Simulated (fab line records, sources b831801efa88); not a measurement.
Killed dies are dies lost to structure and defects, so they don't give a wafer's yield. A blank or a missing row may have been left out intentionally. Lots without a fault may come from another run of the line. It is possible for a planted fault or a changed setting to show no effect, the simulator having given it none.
One fault seen from 2 desks	flow sky130	what lay behind the numbers comes last; until then each desk has only its own

THE METROLOGY DESK
What the gauges read, lot by lot, whatever tool the lot ran on: means of the sampled wafers that have a number. If a lot's mean is further than 4 standard deviations from the usual mean, the lot is out of limits and carries the mark OUT (the distance appears in the brackets).
Columns: A = PWDE_OVL at SKY_PWDE_OVL_MEAS_07, usual -0.6 nm; B = VT_ADJUST_LVTN_2_TW at SKY_VT_ADJUST_LVTN_TW_MEAS_21, usual 187.8; C = POLY_GATE_OXIDATION_THK at SKY_POLY_GATE_THK_MEAS_21, usual 4.04 nm
lot	first seen here	A	B	C
L857	day 4 02:50	-1.0	189.2	3.94
L858	day 4 05:47	-1.2	187.8	4.01
L860	day 4 16:46	-2.3	189.5	4.11
L861	day 4 23:50	0.1	189.6	4.03
L862	day 5 04:47	-1.2	187.1	4.07
L863	day 5 13:02	0.4	188.0	4.03
L864	day 5 16:49	-1.5	189.7	3.93
L866	day 6 00:49	-0.8	189.0	4.00
L867	day 6 10:46	-0.4	185.7	4.00
L869	day 6 19:54	-1.5	186.7	4.04
L878	day 9 02:14	-0.4	185.1	4.09
L879	day 9 05:08	0.5	187.8	3.95
This desk found nothing out of limits on any of the 12 lots.

FOR THE TOOL OWNER'S DESK: rie diel-03
The tool's own readings at SKY_POLY_GATE_ETCH_15 (etches BARC in N2/H2, stops on SiO2, time 118.5 s, target depth 110 nm): means of the sampled wafers that have a number, for each lot that ran on this tool. If a lot's mean is further than 4 standard deviations from the usual mean, the lot is out of limits and carries the mark OUT (the distance appears in the brackets).
Columns: A = drypump motor current A at SKY_POLY_GATE_ETCH_15, usual 5.9 A; B = oes product au at SKY_POLY_GATE_ETCH_15, usual 0.717 a.u.; C = throttle valve pct at SKY_POLY_GATE_ETCH_15, usual 13.213 %
lot	first seen here	A	B	C
L857	day 16 13:14	5.8	0.715	13.214
L861	day 18 03:23	5.8	0.719	13.209
L864	day 19 12:50	5.5	0.720	13.214
L866	day 20 01:29	5.8	0.716	13.220
L878	day 24 08:29	6.3	0.718	13.217
This desk found nothing out of limits on any of the 5 lots.

BROUGHT TOGETHER
Metrology desk: nothing out of limits seen.
Nothing out of limits was seen by the tool owner's desk.

WHAT THE SIMULATOR HAD INSERTED
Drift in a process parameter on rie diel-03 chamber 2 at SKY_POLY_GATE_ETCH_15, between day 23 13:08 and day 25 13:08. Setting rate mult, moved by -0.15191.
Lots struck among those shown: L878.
